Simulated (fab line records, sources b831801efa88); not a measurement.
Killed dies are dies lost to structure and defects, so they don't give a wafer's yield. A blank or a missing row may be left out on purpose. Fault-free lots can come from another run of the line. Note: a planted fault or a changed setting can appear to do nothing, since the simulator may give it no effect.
Which tool was responsible? || flow gf180mcu || 24 lots with 72 wafers sampled at 5 steps, on a route of 602 steps

## WHAT THE GAUGES READ, wafer by wafer
GF_STI_THK_MEAS_24.
{"lot": "L074", "measured": "day 2 03:51", "on": "film metro-03", "STI_CVD_23_THK (nm)": "653 646 647"}
{"lot": "L075", "measured": "day 2 10:22", "on": "film metro-01", "STI_CVD_23_THK (nm)": "642 639 652"}
{"lot": "L076", "measured": "day 2 14:02", "on": "film metro-02", "STI_CVD_23_THK (nm)": "644 640 648"}
{"lot": "L077", "measured": "day 2 20:21", "on": "film metro-02", "STI_CVD_23_THK (nm)": "648 657 659"}
{"lot": "L078", "measured": "day 3 00:19", "on": "film metro-01", "STI_CVD_23_THK (nm)": "664 660 658"}
{"lot": "L079", "measured": "day 3 05:44", "on": "film metro-03", "STI_CVD_23_THK (nm)": "648 640 645"}
{"lot": "L080", "measured": "day 3 13:02", "on": "film metro-03", "STI_CVD_23_THK (nm)": "653 661 667"}
{"lot": "L081", "measured": "day 3 20:06", "on": "film metro-03", "STI_CVD_23_THK (nm)": "645 649 651"}
{"lot": "L082", "measured": "day 3 22:39", "on": "film metro-03", "STI_CVD_23_THK (nm)": "659 651 650"}
{"lot": "L083", "measured": "day 4 03:25", "on": "film metro-02", "STI_CVD_23_THK (nm)": "655 656 660"}
{"lot": "L084", "measured": "day 4 09:19", "on": "film metro-03", "STI_CVD_23_THK (nm)": "656 651 654"}
{"lot": "L085", "measured": "day 4 15:31", "on": "film metro-02", "STI_CVD_23_THK (nm)": "642 645 646"}
{"lot": "L086", "measured": "day 4 20:50", "on": "film metro-02", "STI_CVD_23_THK (nm)": "645 658 660"}
{"lot": "L087", "measured": "day 4 23:07", "on": "film metro-03", "STI_CVD_23_THK (nm)": "636 641 641"}
{"lot": "L088", "measured": "day 5 05:56", "on": "film metro-02", "STI_CVD_23_THK (nm)": "651 653 650"}
{"lot": "L089", "measured": "day 5 09:40", "on": "film metro-01", "STI_CVD_23_THK (nm)": "640 637 647"}
{"lot": "L090", "measured": "day 5 12:49", "on": "film metro-02", "STI_CVD_23_THK (nm)": "661 650 654"}
{"lot": "L091", "measured": "day 5 19:41", "on": "film metro-03", "STI_CVD_23_THK (nm)": "650 654 650"}
{"lot": "L092", "measured": "day 6 02:19", "on": "film metro-03", "STI_CVD_23_THK (nm)": "658 657 649"}
{"lot": "L093", "measured": "day 6 05:49", "on": "film metro-03", "STI_CVD_23_THK (nm)": "645 650 643"}
{"lot": "L094", "measured": "day 6 11:01", "on": "film metro-02", "STI_CVD_23_THK (nm)": "655 648 652"}
{"lot": "L095", "measured": "day 6 15:48", "on": "film metro-02", "STI_CVD_23_THK (nm)": "660 662 646"}
{"lot": "L096", "measured": "day 6 20:57", "on": "film metro-03", "STI_CVD_23_THK (nm)": "638 642 640"}
{"lot": "L097", "measured": "day 7 01:47", "on": "film metro-03", "STI_CVD_23_THK (nm)": "660 639 651"}

GF_V1_CD_MEAS_14 targets a cd of 260 nm.
{"lot": "L074", "measured": "day 17 23:32", "on": "cd sem-01", "cd nm (nm)": "260.8 260.8 260.5"}
{"lot": "L075", "measured": "day 18 09:40", "on": "cd sem-01", "cd nm (nm)": "260.6 261.4 261.3"}
{"lot": "L076", "measured": "day 18 12:04", "on": "cd sem-02", "cd nm (nm)": "259.7 260.4 260.2"}
{"lot": "L077", "measured": "day 19 03:17", "on": "cd sem-01", "cd nm (nm)": "260.3 260.3 261.6"}
{"lot": "L078", "measured": "day 19 12:23", "on": "cd sem-01", "cd nm (nm)": "259.3 259.6 259.4"}
{"lot": "L079", "measured": "day 19 23:53", "on": "cd sem-01", "cd nm (nm)": "260.2 259.9 259.7"}
{"lot": "L080", "measured": "day 20 14:50", "on": "cd sem-02", "cd nm (nm)": "260.0 260.2 258.5"}
{"lot": "L081", "measured": "day 20 22:43", "on": "cd sem-02", "cd nm (nm)": "260.3 260.1 259.5"}
{"lot": "L082", "measured": "day 21 03:40", "on": "cd sem-01", "cd nm (nm)": "259.1 259.5 261.7"}
{"lot": "L083", "measured": "day 21 19:18", "on": "cd sem-01", "cd nm (nm)": "260.0 260.3 260.3"}
{"lot": "L084", "measured": "day 21 22:41", "on": "cd sem-02", "cd nm (nm)": "260.3 260.7 260.7"}
{"lot": "L085", "measured": "day 22 09:04", "on": "cd sem-01", "cd nm (nm)": "260.1 261.5 259.9"}
{"lot": "L086", "measured": "day 22 19:35", "on": "cd sem-01", "cd nm (nm)": "258.9 259.3 259.8"}
{"lot": "L087", "measured": "day 22 22:25", "on": "cd sem-02", "cd nm (nm)": "260.1 260.5 260.5"}
{"lot": "L088", "measured": "day 23 09:56", "on": "cd sem-02", "cd nm (nm)": "258.9 258.2 258.0"}
{"lot": "L089", "measured": "day 23 14:28", "on": "cd sem-01", "cd nm (nm)": "259.2 259.4 258.8"}
{"lot": "L090", "measured": "day 23 20:04", "on": "cd sem-01", "cd nm (nm)": "261.6 261.4 261.7"}
{"lot": "L091", "measured": "day 24 03:52", "on": "cd sem-01", "cd nm (nm)": "259.1 258.2 259.2"}
{"lot": "L092", "measured": "day 24 10:20", "on": "cd sem-02", "cd nm (nm)": "261.2 262.6 261.0"}
{"lot": "L093", "measured": "day 24 17:19", "on": "cd sem-01", "cd nm (nm)": "261.0 260.4 261.3"}
{"lot": "L094", "measured": "day 24 21:38", "on": "cd sem-02", "cd nm (nm)": "259.8 260.5 259.4"}
{"lot": "L095", "measured": "day 25 06:59", "on": "cd sem-02", "cd nm (nm)": "260.6 260.1 259.9"}
{"lot": "L096", "measured": "day 25 15:16", "on": "cd sem-02", "cd nm (nm)": "259.7 260.4 261.0"}
{"lot": "L097", "measured": "day 25 18:23", "on": "cd sem-02", "cd nm (nm)": "259.3 259.4 258.4"}

GF_M2_THK_MEAS_06: measures by xrf.
{"lot": "L074", "measured": "day 18 01:23", "on": "film metro-04", "M2_ALCU_THK (nm)": "445 457 459"}
{"lot": "L075", "measured": "day 18 11:50", "on": "film metro-04", "M2_ALCU_THK (nm)": "457 446 459"}
{"lot": "L076", "measured": "day 18 13:59", "on": "film metro-01", "M2_ALCU_THK (nm)": "442 447 443"}
{"lot": "L077", "measured": "day 19 05:08", "on": "film metro-03", "M2_ALCU_THK (nm)": "439 449 437"}
{"lot": "L078", "measured": "day 19 14:15", "on": "film metro-01", "M2_ALCU_THK (nm)": "448 447 449"}
{"lot": "L079", "measured": "day 20 01:52", "on": "film metro-04", "M2_ALCU_THK (nm)": "444 446 440"}
{"lot": "L080", "measured": "day 20 16:49", "on": "film metro-03", "M2_ALCU_THK (nm)": "443 440 443"}
{"lot": "L081", "measured": "day 21 00:55", "on": "film metro-04", "M2_ALCU_THK (nm)": "439 443 439"}
{"lot": "L082", "measured": "day 21 05:37", "on": "film metro-03", "M2_ALCU_THK (nm)": "449 450 451"}
{"lot": "L083", "measured": "day 21 21:08", "on": "film metro-03", "M2_ALCU_THK (nm)": "440 444 451"}
{"lot": "L084", "measured": "day 22 00:32", "on": "film metro-03", "M2_ALCU_THK (nm)": "447 446 449"}
{"lot": "L085", "measured": "day 22 10:55", "on": "film metro-04", "M2_ALCU_THK (nm)": "457 455 445"}
{"lot": "L086", "measured": "day 22 21:28", "on": "film metro-03", "M2_ALCU_THK (nm)": "449 452 452"}
{"lot": "L087", "measured": "day 23 00:18", "on": "film metro-03", "M2_ALCU_THK (nm)": "450 445 449"}
{"lot": "L088", "measured": "day 23 11:47", "on": "film metro-04", "M2_ALCU_THK (nm)": "442 444 439"}
{"lot": "L089", "measured": "day 23 16:19", "on": "film metro-01", "M2_ALCU_THK (nm)": "453 455 452"}
{"lot": "L090", "measured": "day 23 22:07", "on": "film metro-04", "M2_ALCU_THK (nm)": "440 449 435"}
{"lot": "L091", "measured": "day 24 05:44", "on": "film metro-04", "M2_ALCU_THK (nm)": "447 447 442"}
{"lot": "L092", "measured": "day 24 12:11", "on": "film metro-03", "M2_ALCU_THK (nm)": "444 449 446"}
{"lot": "L093", "measured": "day 24 19:09", "on": "film metro-01", "M2_ALCU_THK (nm)": "442 437 447"}
{"lot": "L094", "measured": "day 24 23:29", "on": "film metro-01", "M2_ALCU_THK (nm)": "442 438 431"}
{"lot": "L095", "measured": "day 25 08:49", "on": "film metro-03", "M2_ALCU_THK (nm)": "444 446 449"}
{"lot": "L096", "measured": "day 25 17:10", "on": "film metro-04", "M2_ALCU_THK (nm)": "439 436 447"}
{"lot": "L097", "measured": "day 25 20:13", "on": "film metro-01", "M2_ALCU_THK (nm)": "449 444 446"}

GF_V2_THK_MEAS_01.
{"lot": "L074", "measured": "day 19 02:11", "on": "film metro-02", "V2_CVD_00_THK (nm)": "587 586 595"}
{"lot": "L075", "measured": "day 19 13:01", "on": "film metro-02", "V2_CVD_00_THK (nm)": "596 598 606"}
{"lot": "L076", "measured": "day 19 16:04", "on": "film metro-04", "V2_CVD_00_THK (nm)": "598 604 612"}
{"lot": "L077", "measured": "day 20 07:25", "on": "film metro-04", "V2_CVD_00_THK (nm)": "597 603 594"}
{"lot": "L078", "measured": "day 20 16:21", "on": "film metro-02", "V2_CVD_00_THK (nm)": "605 605 611"}
{"lot": "L079", "measured": "day 21 03:41", "on": "film metro-02", "V2_CVD_00_THK (nm)": "593 604 602"}
{"lot": "L080", "measured": "day 21 17:44", "on": "film metro-04", "V2_CVD_00_THK (nm)": "589 607 592"}
{"lot": "L081", "measured": "day 22 02:47", "on": "film metro-02", "V2_CVD_00_THK (nm)": "605 615 594"}
{"lot": "L082", "measured": "day 22 06:18", "on": "film metro-02", "V2_CVD_00_THK (nm)": "607 600 595"}
{"lot": "L083", "measured": "day 22 21:38", "on": "film metro-02", "V2_CVD_00_THK (nm)": "599 604 597"}
{"lot": "L084", "measured": "day 23 00:40", "on": "film metro-01", "V2_CVD_00_THK (nm)": "603 601 603"}
{"lot": "L085", "measured": "day 23 10:05", "on": "film metro-01", "V2_CVD_00_THK (nm)": "602 600 599"}
{"lot": "L086", "measured": "day 23 21:02", "on": "film metro-01", "V2_CVD_00_THK (nm)": "596 601 606"}
{"lot": "L087", "measured": "day 23 23:37", "on": "film metro-04", "V2_CVD_00_THK (nm)": "604 598 603"}
{"lot": "L088", "measured": "day 24 10:37", "on": "film metro-01", "V2_CVD_00_THK (nm)": "592 604 597"}
{"lot": "L089", "measured": "day 24 15:30", "on": "film metro-02", "V2_CVD_00_THK (nm)": "596 601 607"}
{"lot": "L090", "measured": "day 24 21:12", "on": "film metro-04", "V2_CVD_00_THK (nm)": "609 597 598"}
{"lot": "L091", "measured": "day 25 04:02", "on": "film metro-01", "V2_CVD_00_THK (nm)": "610 602 602"}
{"lot": "L092", "measured": "day 25 09:59", "on": "film metro-02", "V2_CVD_00_THK (nm)": "600 590 586"}
{"lot": "L093", "measured": "day 25 17:25", "on": "film metro-04", "V2_CVD_00_THK (nm)": "606 603 600"}
{"lot": "L094", "measured": "day 25 21:22", "on": "film metro-04", "V2_CVD_00_THK (nm)": "605 607 615"}
{"lot": "L095", "measured": "day 26 06:18", "on": "film metro-01", "V2_CVD_00_THK (nm)": "594 606 603"}
{"lot": "L096", "measured": "day 26 15:13", "on": "film metro-04", "V2_CVD_00_THK (nm)": "597 610 603"}
{"lot": "L097", "measured": "day 26 17:34", "on": "film metro-01", "V2_CVD_00_THK (nm)": "601 598 607"}

## WHAT TOOL EACH LOT RAN ON (gives the tool, then ch and the chambers of the sampled wafers, and finally the start)
{"lot": "L074", "GF_M2_SPUTTER_03": "pvd sputter-01, day 18 01:12"}
{"lot": "L075", "GF_M2_SPUTTER_03": "pvd sputter-03, day 18 11:39"}
{"lot": "L076", "GF_M2_SPUTTER_03": "pvd sputter-02, day 18 13:47"}
{"lot": "L077", "GF_M2_SPUTTER_03": "pvd sputter-01, day 19 04:57"}
{"lot": "L078", "GF_M2_SPUTTER_03": "pvd sputter-03, day 19 14:04"}
{"lot": "L079", "GF_M2_SPUTTER_03": "pvd sputter-03, day 20 01:41"}
{"lot": "L080", "GF_M2_SPUTTER_03": "pvd sputter-02, day 20 16:38"}
{"lot": "L081", "GF_M2_SPUTTER_03": "pvd sputter-01, day 21 00:44"}
{"lot": "L082", "GF_M2_SPUTTER_03": "pvd sputter-02, day 21 05:25"}
{"lot": "L083", "GF_M2_SPUTTER_03": "pvd sputter-01, day 21 20:57"}
{"lot": "L084", "GF_M2_SPUTTER_03": "pvd sputter-02, day 22 00:20"}
{"lot": "L085", "GF_M2_SPUTTER_03": "pvd sputter-01, day 22 10:42"}
{"lot": "L086", "GF_M2_SPUTTER_03": "pvd sputter-02, day 22 21:16"}
{"lot": "L087", "GF_M2_SPUTTER_03": "pvd sputter-02, day 23 00:07"}
{"lot": "L088", "GF_M2_SPUTTER_03": "pvd sputter-02, day 23 11:35"}
{"lot": "L089", "GF_M2_SPUTTER_03": "pvd sputter-02, day 23 16:08"}
{"lot": "L090", "GF_M2_SPUTTER_03": "pvd sputter-03, day 23 21:56"}
{"lot": "L091", "GF_M2_SPUTTER_03": "pvd sputter-02, day 24 05:32"}
{"lot": "L092", "GF_M2_SPUTTER_03": "pvd sputter-02, day 24 12:01"}
{"lot": "L093", "GF_M2_SPUTTER_03": "pvd sputter-01, day 24 18:57"}
{"lot": "L094", "GF_M2_SPUTTER_03": "pvd sputter-01, day 24 23:18"}
{"lot": "L095", "GF_M2_SPUTTER_03": "pvd sputter-01, day 25 08:38"}
{"lot": "L096", "GF_M2_SPUTTER_03": "pvd sputter-01, day 25 16:59"}
{"lot": "L097", "GF_M2_SPUTTER_03": "pvd sputter-03, day 25 20:01"}
- GF_M2_SPUTTER_03: material Ti, target thk 10 nm, time 6.7 s.

## WHAT THE TOOLS THEMSELVES READ (means of the sampled wafers that have a number; where no wafer has one, the mark that the record gives instead)
GF_M2_SPUTTER_03.
{"lot": "L074", "tool": "pvd sputter-01", "throttle valve pct (%)": 29.9}
{"lot": "L075", "tool": "pvd sputter-03", "throttle valve pct (%)": 29.8}
{"lot": "L076", "tool": "pvd sputter-02", "throttle valve pct (%)": 30.5}
{"lot": "L077", "tool": "pvd sputter-01", "throttle valve pct (%)": 30.2}
{"lot": "L078", "tool": "pvd sputter-03", "throttle valve pct (%)": 29.6}
{"lot": "L079", "tool": "pvd sputter-03", "throttle valve pct (%)": 29.3}
{"lot": "L080", "tool": "pvd sputter-02", "throttle valve pct (%)": 30.4}
{"lot": "L081", "tool": "pvd sputter-01", "throttle valve pct (%)": 31.0}
{"lot": "L082", "tool": "pvd sputter-02", "throttle valve pct (%)": 29.6}
{"lot": "L083", "tool": "pvd sputter-01", "throttle valve pct (%)": 30.1}
{"lot": "L084", "tool": "pvd sputter-02", "throttle valve pct (%)": 29.7}
{"lot": "L085", "tool": "pvd sputter-01", "throttle valve pct (%)": 30.4}
{"lot": "L086", "tool": "pvd sputter-02", "throttle valve pct (%)": 30.6}
{"lot": "L087", "tool": "pvd sputter-02", "throttle valve pct (%)": 30.0}
{"lot": "L088", "tool": "pvd sputter-02", "throttle valve pct (%)": 30.5}
{"lot": "L089", "tool": "pvd sputter-02", "throttle valve pct (%)": 29.7}
{"lot": "L090", "tool": "pvd sputter-03", "throttle valve pct (%)": 29.8}
{"lot": "L091", "tool": "pvd sputter-02", "throttle valve pct (%)": 30.0}
{"lot": "L092", "tool": "pvd sputter-02", "throttle valve pct (%)": 30.6}
{"lot": "L093", "tool": "pvd sputter-01", "throttle valve pct (%)": 30.4}
{"lot": "L094", "tool": "pvd sputter-01", "throttle valve pct (%)": 30.2}
{"lot": "L095", "tool": "pvd sputter-01", "throttle valve pct (%)": 30.3}
{"lot": "L096", "tool": "pvd sputter-01", "throttle valve pct (%)": 30.3}
{"lot": "L097", "tool": "pvd sputter-03", "throttle valve pct (%)": 29.7}

## THE ANSWER, worked out from the rows above alone
Rule: what is usual is taken from the lots themselves. Put in order of their means at a reading, lots are off if they are a third of the lots or fewer, leave a main group of 4 or more, and stand apart from it by a gap of 3 or more times the standard deviation of the main group's means; of several such gaps the widest counts. If all means in a main group match to the digits the tables above print for the reading, that group is not used. Also off: a lot with no number at a reading for which 4 or more lots have one. Where the step has rows for the other lots, those lots are counted as sound. The gauges are gone through in route order, then the tools' own readings, and for those a lot's mean is taken as printed above. The first step at which some lot is off is used, and at that step the reading that is off furthest; a lot without a number counts as furthest.
Across all readings shown, no lot is off: no conclusion can be drawn from this.

## WHAT THE SIMULATOR HAD PUT IN
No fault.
